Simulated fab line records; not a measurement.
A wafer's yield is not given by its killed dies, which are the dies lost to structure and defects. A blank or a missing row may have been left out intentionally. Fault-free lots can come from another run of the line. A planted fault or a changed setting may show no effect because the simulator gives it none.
Which tool was responsible?    flow gf180mcu    12 lots with 35 wafers sampled at 2 steps, on a route of 602 steps

WHAT THE GAUGES READ, wafer by wafer
GF_CONTACT_THK_MEAS_01. Usual: for CONTACT_CVD_00_THK the level is 299 nm and the standard deviation is 3.3.
lot   measured      on             CONTACT_CVD_00_THK (nm)  flag
L310  day 15 01:50  film metro-02  299 296 297              
L311  day 15 07:59  film metro-03  301 299 301              
L312  day 15 18:31  film metro-04  301 299                  
L315  day 16 16:04  film metro-02  300 299 294              
L323  day 19 14:02  film metro-03  302 299 303              
L324  day 20 04:19  film metro-04  291 296 296              
L326  day 21 10:38  film metro-04  304 299 298              
L327  day 22 06:27  film metro-04  302 302 298              
L328  day 22 07:17  film metro-02  302 302 301              
L329  day 22 22:09  film metro-03  301 300 304              
L330  day 23 05:06  film metro-04  302 303 305              
L333  day 23 15:48  film metro-03  296 304 297              

WHICH TOOL RAN EACH LOT (tool, then ch and the chambers of the sampled wafers, then the start)
lot   GF_HV_LDD_STRIP_37
L310  plasma asher-03 ch 1, day 11 11:44
L311  plasma asher-03 ch 0,1, day 11 17:38
L312  plasma asher-04 ch 0,1, day 12 04:31
L315  plasma asher-02 ch 0,1, day 12 23:53
L323  plasma asher-04 ch 0,1, day 15 13:13
L324  plasma asher-03 ch 0,1, day 16 03:55
L326  plasma asher-02 ch 0,1, day 17 06:52
L327  plasma asher-04 ch 0,1, day 18 03:56
L328  plasma asher-04 ch 0,1, day 18 04:05
L329  plasma asher-02 ch 0,1, day 18 18:31
L330  plasma asher-03 ch 0,1, day 19 02:35
L333  plasma asher-02 ch 1, day 19 13:23
- GF_HV_LDD_STRIP_37: strips in O2/N2.

AS READ BY THE TOOLS THEMSELVES (means over the sampled wafers that have a number; for cases with no such wafer, the mark the record gives instead)
GF_HV_LDD_STRIP_37. Usual: drypump motor current A 5.5 A, standard deviation 0.45; heater power w 340 W, standard deviation 29; oes product au 0.716 a.u., standard deviation 0.0045; strip time to endpoint s 12.61 s, standard deviation 0.035.
lot   tool             drypump motor current A (A)  heater power w (W)  oes product au (a.u.)  strip time to endpoint s (s)  flag
L310  plasma asher-03  5.3                          317                 0.716                  12.65                         
L311  plasma asher-03  5.4                          330                 0.720                  12.58                         
L312  plasma asher-04  5.5                          364                 0.716                  12.65                         
L315  plasma asher-02  5.4                          327                 0.722                  12.58                         
L323  plasma asher-04  5.8                          354                 0.714                  12.62                         
L324  plasma asher-03  5.3                          334                 0.720                  12.64                         
L326  plasma asher-02  5.4                          325                 0.712                  12.62                         
L327  plasma asher-04  5.3                          377                 0.719                  12.59                         
L328  plasma asher-04  5.8                          356                 0.719                  12.62                         
L329  plasma asher-02  5.7                          317                 0.720                  12.58                         
L330  plasma asher-03  5.4                          350                 0.716                  12.62                         
L333  plasma asher-02  5.9                          316                 0.712                  12.60                         

THE ANSWER, worked out from the rows above alone
Rule: a lot counts as off when the mean over its wafers that have a number is more than 3 standard deviations away from the usual mean. Also off: a lot with no number at a reading for which 4 or more lots have one. All remaining lots with rows at the step are treated as sound. After the gauges, taken in route order, come the tools' own readings; for these a lot's mean is taken, as printed above. The first step at which some lot is off is used, and at that step the reading that is off furthest; a lot without a number counts as furthest.
Nothing can be told from this: no lot is off at any reading shown.

WHAT THE SIMULATOR HAD PUT IN
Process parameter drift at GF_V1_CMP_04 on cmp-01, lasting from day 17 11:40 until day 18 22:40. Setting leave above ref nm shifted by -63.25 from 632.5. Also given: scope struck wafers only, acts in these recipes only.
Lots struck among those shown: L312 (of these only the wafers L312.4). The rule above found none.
